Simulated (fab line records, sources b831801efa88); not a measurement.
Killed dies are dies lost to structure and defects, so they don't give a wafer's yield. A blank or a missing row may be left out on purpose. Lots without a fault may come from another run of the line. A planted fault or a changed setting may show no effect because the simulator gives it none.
Which tool did it? | flow gf180mcu | 12 lots, 36 wafers sampled, at 3 steps of a route of 602

WHAT THE GAUGES READ, wafer by wafer
GF_HV_LDD_THK_MEAS_57. Usual: HV_LDD_CVD_56_THK 90.2 nm, standard deviation 0.99.
lot  | measured     | on            | HV_LDD_CVD_56_THK (nm) | flag
L177 | day 12 13:32 | film_metro-01 | 91.2 89.3 89.7         |
L178 | day 13 07:53 | film_metro-02 | 89.9 88.4 88.3         |
L179 | day 13 09:47 | film_metro-01 | 91.5 91.1 90.4         |
L186 | day 15 17:28 | film_metro-04 | 90.7 91.1 91.2         |
L190 | day 16 19:15 | film_metro-04 | 90.0 89.5 89.3         |
L194 | day 18 06:46 | film_metro-01 | 89.6 88.9 89.3         |
L195 | day 18 09:54 | film_metro-01 | 90.9 90.6 90.4         |
L196 | day 18 18:10 | film_metro-02 | 91.7 90.8 91.5         |
L197 | day 19 04:17 | film_metro-01 | 90.6 91.4 91.2         |
L198 | day 19 15:19 | film_metro-04 | 91.0 90.2 90.6         |
L199 | day 19 18:58 | film_metro-04 | 90.0 89.2 90.3         |
L200 | day 20 00:24 | film_metro-02 | 90.7 90.9 90.4         |

GF_SALICIDE_RS_MEAS_04: measures by four-point-probe. Usual: SALICIDE_TIN_RS 16.2 ohm/sq, standard deviation 0.32.
lot  | measured     | on            | SALICIDE_TIN_RS (ohm/sq) | flag
L177 | day 15 05:04 | film_metro-03 | 16.6 16.0 16.5           |
L178 | day 16 01:52 | film_metro-03 | 16.1 15.8 16.1           |
L179 | day 16 03:00 | film_metro-03 | 16.3 16.1 16.0           |
L186 | day 18 14:38 | film_metro-02 | 16.6 16.2 16.2           |
L190 | day 19 19:46 | film_metro-03 | 16.6 16.1 16.2           |
L194 | day 21 08:31 | film_metro-03 | 16.1 16.3 16.4           |
L195 | day 21 11:46 | film_metro-03 | 16.7 16.3 16.6           |
L196 | day 21 17:43 | film_metro-04 | 15.9 15.9 15.9           |
L197 | day 22 04:44 | film_metro-03 | 16.0 16.4 16.1           |
L198 | day 22 15:33 | film_metro-03 | 16.6 16.2 16.2           |
L199 | day 22 19:13 | film_metro-03 | 15.8 15.9 15.8           |
L200 | day 23 00:11 | film_metro-04 | 16.6 16.5 16.1           |

WHICH TOOL RAN EACH LOT (tool, then ch and the chambers of the sampled wafers, then the start)
lot  | GF_SAB_ETCH_11
L177 | rie_diel-01 ch 0,2,3, day 15 04:34
L178 | rie_diel-01 ch 0,2,3, day 16 01:26
L179 | rie_diel-03 ch 0,1, day 16 02:25
L186 | rie_diel-03 ch 0,2, day 18 14:13
L190 | rie_diel-01 ch 0,1,2, day 19 19:19
L194 | rie_diel-04 ch 0,1,2, day 21 08:07
L195 | rie_diel-01 ch 0,1,3, day 21 11:19
L196 | rie_diel-01 ch 0,1,3, day 21 17:19
L197 | rie_diel-03 ch 0,3, day 22 04:19
L198 | rie_diel-03 ch 0,1,2, day 22 15:10
L199 | rie_diel-01 ch 0,1,2, day 22 18:49
L200 | rie_diel-04 ch 1,2,3, day 22 23:37
- GF_SAB_ETCH_11: etches SiO2 in C4F8/O2/Ar, target depth 55 nm, time 8.5 s.

WHAT THE TOOLS THEMSELVES READ (means of the sampled wafers that have a number; where no wafer has one, the mark that the record gives instead)
GF_SAB_ETCH_11. Usual: oes_product_au 1.000 a.u., standard deviation 0.012; rf_fwd_power_W 1473 W, standard deviation 9.5.
lot  | tool        | oes_product_au (a.u.) | rf_fwd_power_W (W) | flag
L177 | rie_diel-01 | 1.012                 | 1479               |
L178 | rie_diel-01 | 1.005                 | 1476               |
L179 | rie_diel-03 | 0.999                 | 1474               |
L186 | rie_diel-03 | 1.008                 | 1550               | OFF
L190 | rie_diel-01 | 1.007                 | 1469               |
L194 | rie_diel-04 | 1.004                 | 1482               |
L195 | rie_diel-01 | 1.007                 | 1478               |
L196 | rie_diel-01 | 1.002                 | 1479               |
L197 | rie_diel-03 | 0.991                 | 1472               |
L198 | rie_diel-03 | 0.998                 | 1468               |
L199 | rie_diel-01 | 1.001                 | 1474               |
L200 | rie_diel-04 | 0.982                 | 1482               |

THE ANSWER, worked out from the rows above alone
Rule: a lot is off if the mean of its wafers that have a number lies more than 3 standard deviations from the usual mean. A lot without any number at a reading at which 4 lots or more have one is off too. The other lots that the step has rows for count as sound. The gauges are gone through in route order, then the tools' own readings, and for those a lot's mean is taken as printed above. The first step at which some lot is off is used, and at that step the reading that is off furthest; a lot without a number counts as furthest.
Off: L186, at GF_SAB_ETCH_11 (rf_fwd_power_W).
A tool fits if, at that step or a process step before it, it ran every lot that is off, and no sound lot after the first of them. None of those tried fits.

WHAT THE SIMULATOR HAD PUT IN
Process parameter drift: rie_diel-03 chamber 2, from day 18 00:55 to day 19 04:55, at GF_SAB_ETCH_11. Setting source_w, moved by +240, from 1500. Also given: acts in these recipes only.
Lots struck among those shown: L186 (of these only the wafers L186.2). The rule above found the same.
